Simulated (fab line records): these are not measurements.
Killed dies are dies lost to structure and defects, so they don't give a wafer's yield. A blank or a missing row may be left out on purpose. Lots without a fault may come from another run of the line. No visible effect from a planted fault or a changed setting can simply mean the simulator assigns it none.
Which of the tools did it?    flow sky130    6 lots with 18 wafers sampled at 3 steps, on a route of 708 steps

WHAT THE GAUGES SHOWED, per wafer
SKY_VIA2_THK_MEAS_01.
lot   measured      on            VIA2_HDPCVD_THK (nm)
L738  day 36 09:47  filmMetro-01  1180 1169 1155
L741  day 37 13:02  filmMetro-04  1150 1175 1155
L746  day 38 21:27  filmMetro-01  1177 1188 1179
L749  day 39 18:41  filmMetro-02  1782 1781 1773
L751  day 40 09:42  filmMetro-02  1766 1764 1773
L760  day 42 23:30  filmMetro-04  1182 1185 1169

TOOL THAT RAN EACH LOT (tool first, then ch and the chambers of the sampled wafers, then the start)
lot   SKY_VIA1_ETCH_14                   SKY_VIA2_HDPCVD_00
L738  rieDiel-04 ch 0,3, day 35 03:55    hdpcvd-02 ch 0,1,2, day 36 09:38
L741  rieDiel-03 ch 0,1,3, day 36 07:34  hdpcvd-01 ch 0,2, day 37 12:53
L746  rieDiel-03 ch 0,1,2, day 37 16:25  hdpcvd-02 ch 0,2, day 38 21:19
L749  rieDiel-03 ch 0,1,3, day 38 14:52  hdpcvd-01 ch 0,2, day 39 18:33
L751  rieDiel-03 ch 0,1, day 39 05:48    hdpcvd-01 ch 0,2, day 40 09:34
L760  rieDiel-04 ch 0,2,3, day 41 20:58  hdpcvd-02 ch 1,2, day 42 23:22
- SKY_VIA1_ETCH_14: etches BARC in N2/H2, stops on SiO2, time 45.9 s, target depth 60 nm.
- SKY_VIA2_HDPCVD_00: deposits SiO2, target thk 1180 nm, time 196.7 s.

THE ANSWER, worked out from the rows above alone
Rule: usual is defined by the lots themselves. Put in order of their means at a reading, lots are off if they are a third of the lots or fewer, leave a main group of 4 or more, and stand apart from it by a gap of 3 or more times the standard deviation of the main group's means; of several such gaps the widest counts. Not used: any main group whose means are identical at the precision the tables above print for the reading. Also off: a lot with no number at a reading for which 4 or more lots have one. All remaining lots with rows at the step are treated as sound.
Off: L749, L751, seen at SKY_VIA2_THK_MEAS_01 (VIA2_HDPCVD_THK). The main group has a mean of 1172 nm with a standard deviation of 8.5.
A tool fits if, at a process step before that reading, it ran every lot that is off, and no sound lot after the first of them. The gauges at SKY_VIA2_THK_MEAS_01 are tried like those tools. Can't be told from this: 3 tools fit, rieDiel-03 at SKY_VIA1_ETCH_14, hdpcvd-01 at SKY_VIA2_HDPCVD_00, filmMetro-02 at SKY_VIA2_THK_MEAS_01.

WHAT THE SIMULATOR HAD PUT IN
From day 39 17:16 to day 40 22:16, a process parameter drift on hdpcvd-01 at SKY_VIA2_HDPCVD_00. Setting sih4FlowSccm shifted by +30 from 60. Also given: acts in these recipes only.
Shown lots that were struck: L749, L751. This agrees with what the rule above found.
